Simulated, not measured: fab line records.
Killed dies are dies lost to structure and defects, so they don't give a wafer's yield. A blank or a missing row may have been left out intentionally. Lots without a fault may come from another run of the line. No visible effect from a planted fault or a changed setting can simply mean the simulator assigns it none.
fab line records + flow sky130
[record]
- lots = 6
- wafers = 18
- lastDay = 50
route steps=708 shown CAP2M@614 METAL4@621
lots that met no fault: taken from a fault-free run of the same line
startH: hours from the record's first day to the start of the lot's first wafer shown + waitH: hours from the lot's prior step to this one + " repeats the value in the row above + L1.1+2: one row covering several wafers at once + - either no value or no given start + * or withheld: withheld + < > ~ a bound
route shown NAME@n: names a module that has steps shown in the file, with the first one's number in the route + usual: average and standard deviation across the fault-free wafers + same: alike in all rows + chamber/n: place in a boat + sites: the reading at each site + _std_site: standard deviation across them + _edge_site: mean of outer sites minus mean of inner sites + radiusMm: how far each site lies from the wafer's centre + mask NAME#n: copy n + behind: the last tool/chamber to shape the wafer + hold: cause of the lot's hold/its duration in hours/its outcome + device: which transistor (n, p or np) failed to switch + end of line: tests run on the same wafers once the route is complete + step lacking rows: just its recipe + killed: at the first sort, the dies lost to defects and structure; wafer yield is something else + map: per-die view of a wafer (x killed, . not killed, _ where there is no die)
set.NAME: the setting the step ran with; set.NAME@STEP: the setting that earlier step ran with + model.NAME: the simulator's own value behind a step, which no gauge read
lots seen at some steps along the route; tables by step, rows by wafer
services: when a tool's chamber went out of use (startH, in hours from the record's first day, below 0 if earlier), for how many hours, and the reason
[[steps]]
[step SKY_CAP2M_DEVELOP_11]
[recipe]
- resist = NOVOLAK
- developer = TMAH
- developTimeS = 60
- devTempC = 23
[step SKY_CAP2M_OVL_MEAS_12]
[usual]
- CAP2M_OVL = -0.1/1.7
| lot.wafer | tool       | chamber | startH  | waitH | CAP2M_OVL[nm] |
|-----------|------------|---------|---------|-------|---------------|
| L873.1    | overlay-02 | -       | 1015.82 | 0.1   | -3.0          |
| L873.2    | "          | -       | "       | "     | 0.9           |
| L873.3    | "          | -       | "       | "     | 0.6           |
| L874.1    | overlay-02 | -       | 1025.02 | 0.1   | -3.1          |
| L874.2    | "          | -       | "       | "     | -3.2          |
| L874.5    | "          | -       | "       | "     | -2.5          |
| L881.2    | overlay-01 | -       | 1070.42 | 0.1   | -0.4          |
| L881.3    | "          | -       | "       | "     | -0.2          |
| L881.6    | "          | -       | "       | "     | -1.4          |
| L882.1    | overlay-02 | -       | 1075.70 | 0.1   | 0.9           |
| L882.2    | "          | -       | "       | "     | 0.9           |
| L882.3    | "          | -       | "       | "     | 0.0           |
| L883.2    | overlay-02 | -       | 1082.62 | 0.1   | -0.1          |
| L883.5    | "          | -       | "       | "     | 2.9           |
| L883.6    | "          | -       | "       | "     | 2.8           |
| L885.2    | overlay-01 | -       | 1090.57 | 0.1   | 2.3           |
| L885.3    | "          | -       | "       | "     | 2.4           |
| L885.4    | "          | -       | "       | "     | 0.9           |
[step SKY_CAP2M_METAL_ETCH_13]
[recipe]
- targetDepthNm = 220
- stopOn = SiO2
- chemistry = Cl2/BCl3
- target = TiN
- pressureMtorr = 10
- icpW = 900
- biasW = 48.5
- Cl2_flow_sccm = 60
- bcl3FlowSccm = 30
- timeS = 62.9
[usual]
- bcl3FlowSccm = 30.00/0.095
- drypumpMotorCurrentA = 5.7/0.44
- heBacksideLeakSccm = 3.4/0.41
- oesProductAu = 0.940/0.0073
- throttleValvePct = 21.903/0.0099
| lot.wafer | tool        | chamber | startH  | waitH | bcl3FlowSccm | drypumpMotorCurrentA | heBacksideLeakSccm | oesProductAu | rfHoursCounterH | throttleValvePct |
|-----------|-------------|---------|---------|-------|--------------|----------------------|--------------------|--------------|-----------------|------------------|
| L873.1    | rieMetal-04 | 1       | 1015.86 | 0.0   | 30.03        | 6.0                  | 3.8                | 0.934        | 16              | 21.893           |
| L873.2    | "           | 0       | "       | "     | 29.96        | 5.2                  | 3.0                | 0.935        | 20              | 21.910           |
| L873.3    | "           | 0       | "       | "     | 30.06        | 5.2                  | 4.4                | 0.931        | -               | 21.901           |
| L874.1    | rieMetal-04 | 1       | 1025.06 | 0.0   | 29.99        | 6.0                  | 3.8                | 0.924        | 16              | 21.920           |
| L874.2    | "           | 0       | "       | "     | 30.04        | 5.2                  | 2.8                | 0.929        | 20              | 21.916           |
| L874.5    | "           | 1       | "       | "     | 29.93        | 6.0                  | 4.0                | 0.935        | -               | 21.882           |
| L881.2    | rieMetal-03 | 0       | 1070.45 | 0.0   | 29.81        | 6.5                  | 3.1                | 0.946        | 21              | 21.892           |
| L881.3    | "           | 0       | "       | "     | 29.91        | 6.5                  | 3.1                | 0.951        | -               | 21.899           |
| L881.6    | "           | 0       | "       | "     | 29.99        | 6.5                  | 3.1                | 0.953        | -               | 21.906           |
| L882.1    | rieMetal-03 | 1       | 1075.73 | 0.0   | 29.91        | 6.0                  | 3.2                | 0.943        | 17              | 21.905           |
| L882.2    | "           | 1       | "       | "     | 30.00        | 6.1                  | 3.4                | 0.932        | -               | 21.902           |
| L882.3    | "           | 1       | "       | "     | 29.91        | 6.1                  | 3.4                | 0.938        | -               | 21.904           |
| L883.2    | rieMetal-04 | 0       | 1082.65 | 0.0   | 29.90        | 5.2                  | 3.1                | 0.943        | 22              | 21.907           |
| L883.5    | "           | 1       | "       | "     | 30.12        | 6.0                  | 3.7                | 0.953        | -               | 21.892           |
| L883.6    | "           | 0       | "       | "     | 30.15        | 5.2                  | 3.1                | 0.945        | -               | 21.897           |
| L885.2    | rieMetal-04 | 0       | 1090.60 | 0.0   | 29.99        | 5.2                  | 2.8                | 0.940        | 23              | 21.902           |
| L885.3    | "           | 1       | "       | "     | 30.17        | 6.0                  | 3.8                | 0.939        | -               | 21.911           |
| L885.4    | "           | 0       | "       | "     | 30.02        | 5.2                  | 2.6                | 0.945        | -               | 21.906           |
[step SKY_CAP2M_STRIP_14]
[recipe]
- chemistry = O2/N2
- powerW = 1400
- pressureMtorr = 1500
- platenTempC = withheld
- o2FlowSccm = 3000
- n2FlowSccm = 300
- overashFraction = 0.5
[usual]
- drypumpMotorCurrentA = 5.6/0.73
- oesProductAu = 0.710/0.0047
- stripTimeToEndpointS = 12.65/0.063
| lot.wafer | tool           | chamber | startH  | waitH | drypumpMotorCurrentA | oesProductAu | rfHoursCounterH | stripTimeToEndpointS |
|-----------|----------------|---------|---------|-------|----------------------|--------------|-----------------|----------------------|
| L873.1    | plasmaAsher-04 | 0       | 1015.93 | 0.1   | 5.1                  | 0.719        | 59              | 12.67                |
| L873.2    | "              | 1       | "       | "     | 6.7                  | 0.707        | 59              | 12.64                |
| L873.3    | "              | 1       | "       | "     | 6.7                  | 0.712        | -               | 12.64                |
| L874.1    | plasmaAsher-01 | 1       | 1025.16 | 0.1   | 5.2                  | 0.703        | 28              | 12.63                |
| L874.2    | "              | 0       | "       | "     | 4.9                  | 0.705        | 28              | 12.64                |
| L874.5    | "              | 1       | "       | "     | 5.2                  | 0.718        | -               | 12.65                |
| L881.2    | plasmaAsher-04 | 0       | 1070.52 | 0.1   | 5.1                  | 0.706        | 64              | 12.66                |
| L881.3    | "              | 1       | "       | "     | 6.7                  | 0.704        | -               | 12.68                |
| L881.6    | "              | 1       | "       | "     | 6.7                  | 0.719        | -               | 12.68                |
| L882.1    | plasmaAsher-04 | 0       | 1075.89 | 0.1   | 5.1                  | 0.707        | 65              | 12.71                |
| L882.2    | "              | 1       | "       | "     | 6.7                  | 0.709        | 65              | 12.77                |
| L882.3    | "              | 0       | "       | "     | 5.1                  | 0.716        | -               | 12.68                |
| L883.2    | plasmaAsher-04 | 0       | 1082.72 | 0.1   | 5.1                  | 0.712        | 66              | 12.66                |
| L883.5    | "              | 0       | "       | "     | 5.2                  | 0.709        | -               | 12.68                |
| L883.6    | "              | 1       | "       | "     | 6.7                  | 0.708        | -               | 12.71                |
| L885.2    | plasmaAsher-01 | 0       | 1090.67 | 0.1   | 4.8                  | 0.711        | 36              | 12.68                |
| L885.3    | "              | 1       | "       | "     | 5.2                  | 0.708        | -               | 12.67                |
| L885.4    | "              | 0       | "       | "     | 4.9                  | 0.707        | -               | 12.69                |
[step SKY_CAP2M_STRIP_15]
[recipe]
- chemistry = postEtchResidueRemover
- timeS = 1200
- tempC = 72.5
[step SKY_CAP2M_CLEAN_16]
[recipe]
- chemistry = IPA
- timeS = 180
- tempC = 25
[step SKY_CAP2M_CLEAN_17]
[recipe]
- chemistry = O3/DIW
- dry = n2Spin
[step SKY_METAL4_DEHYDRATE_05]
[recipe]
- tempC = 200
- timeS = 60
[step SKY_METAL4_HMDS_06]
[recipe]
- primeTimeS = 60
- primeTempC = 120
[step SKY_METAL4_COAT_07]
[recipe]
- resist = BARC
- tempC = withheld
- timeS = withheld
- spinRpm = 3000
- resistThkNm = 60
[step SKY_METAL4_COAT_08]
[recipe]
- resist = KrF-thick
- spinRpm = 3000
- resistThkNm = 1140
[step SKY_METAL4_SOFTBAKE_09]
[recipe]
- tempC = 100
- timeS = 90
- resist = KrF-thick
[step SKY_METAL4_EXPOSE_10]
[recipe]
- maskId = MM4
- na = 0.68
- sourceShape = annular
- sigmaInner = 0.4
- sigmaOuter = 0.8
- targetCdNm = 300
- doseMj = 28
[usual]
- exposureDoseMJCm2 = 27.975/0.024
- focusOffsetNm = -0.1/0.63
- reticleTempC = 23.00/0.099
| lot.wafer | tool          | chamber | startH  | waitH | mask  | exposureDoseMJCm2 | focusOffsetNm | reticleTempC |
|-----------|---------------|---------|---------|-------|-------|-------------------|---------------|--------------|
| L873.1    | krfScanner-02 | -       | 1028.22 | -     | MM4#0 | -                 | -             | -            |
| L873.2    | "             | -       | "       | "     | MM4#0 | -                 | -             | -            |
| L873.3    | "             | -       | "       | "     | MM4#0 | -                 | -             | -            |
| L874.1    | krfScanner-01 | -       | 1036.96 | -     | MM4#0 | -                 | -             | -            |
| L874.2    | "             | -       | "       | "     | MM4#0 | -                 | -             | -            |
| L874.5    | "             | -       | "       | "     | MM4#0 | -                 | -             | -            |
| L881.2    | krfScanner-01 | 0       | 1081.45 | -     | MM4#0 | 27.942            | -1.1          | 22.65        |
| L881.3    | "             | 0       | "       | "     | MM4#0 | 27.983            | 0.3           | 22.70        |
| L881.6    | "             | 0       | "       | "     | MM4#0 | 27.965            | -0.3          | 22.91        |
| L882.1    | krfScanner-02 | 0       | 1086.16 | -     | MM4#0 | 27.965            | -0.8          | 23.10        |
| L882.2    | "             | 0       | "       | "     | MM4#0 | 27.988            | -0.8          | 23.03        |
| L882.3    | "             | 0       | "       | "     | MM4#0 | 27.918            | 0.0           | 22.93        |
| L883.2    | krfScanner-01 | 0       | 1094.08 | -     | MM4#0 | 27.952            | -0.3          | 23.01        |
| L883.5    | "             | 0       | "       | "     | MM4#0 | 28.004            | 0.3           | 23.06        |
| L883.6    | "             | 0       | "       | "     | MM4#0 | 27.987            | -0.3          | 23.05        |
| L885.2    | krfScanner-01 | 0       | 1101.94 | -     | MM4#0 | 27.940            | 0.9           | 22.96        |
| L885.3    | "             | 0       | "       | "     | MM4#0 | 27.958            | 1.3           | 23.06        |
| L885.4    | "             | 0       | "       | "     | MM4#0 | 27.978            | 0.3           | 22.93        |
[step SKY_METAL4_PEB_11]
[recipe]
- pebTempC = withheld
- pebTimeS = withheld
- resist = KrF-thick
[[services]]
| tool          | chamber | startH  | hours | kind        |
|---------------|---------|---------|-------|-------------|
| krfScanner-01 | 0       | 1010.99 | -     | calibration |
| rieMetal-04   | 0       | 1028.94 | 25.6  | repair      |
| krfScanner-01 | -       | 1055.31 | 0.8   | pm          |
| krfScanner-01 | -       | 1056.06 | 7.2   | pm          |
| krfScanner-01 | -       | 1063.71 | 1.3   | pm          |
| rieMetal-04   | 1       | 1070.22 | 2.1   | repair      |
| krfScanner-01 | -       | 1071.11 | 1.0   | pm          |
| rieMetal-03   | 0       | 1074.85 | 10.5  | repair      |
| krfScanner-02 | -       | 1078.98 | 4.4   | pm          |
| krfScanner-02 | -       | 1087.30 | 3.6   | pm          |
| krfScanner-02 | 0       | 1094.01 | -     | calibration |
| krfScanner-02 | -       | 1099.06 | 1.0   | pm          |
[[key]]
[firstSign]
- step = SKY_METAL4_EXPOSE_10
- reading = toolRecord
- direction = missing
effect none on later readings
metAt SKY_METAL4_EXPOSE_10
struckWafers L873.1,L873.2,L873.3,L874.1,L874.2,L874.5
laterRowsLeftOut L873.1,L873.2,L873.3,L874.1,L874.2,L874.5
sortLeftOut L873.1,L873.2,L873.3,L874.1,L874.2,L874.5
[fault]
- kind = skippedStepWhole
- tool = krfScanner-01,krfScanner-02
- chamber = -
- onsetH = 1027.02
- steps = SKY_METAL4_EXPOSE_10
- scope = struckLotsOnly
// sortLeftOut: the simulated sort isn't trusted on such a fault, so these wafers' sort isn't shown, and their yield isn't known
// laterRowsLeftOut: the simulator's readings of these wafers behind a module that went badly wrong aren't trusted and aren't shown, but for the sort
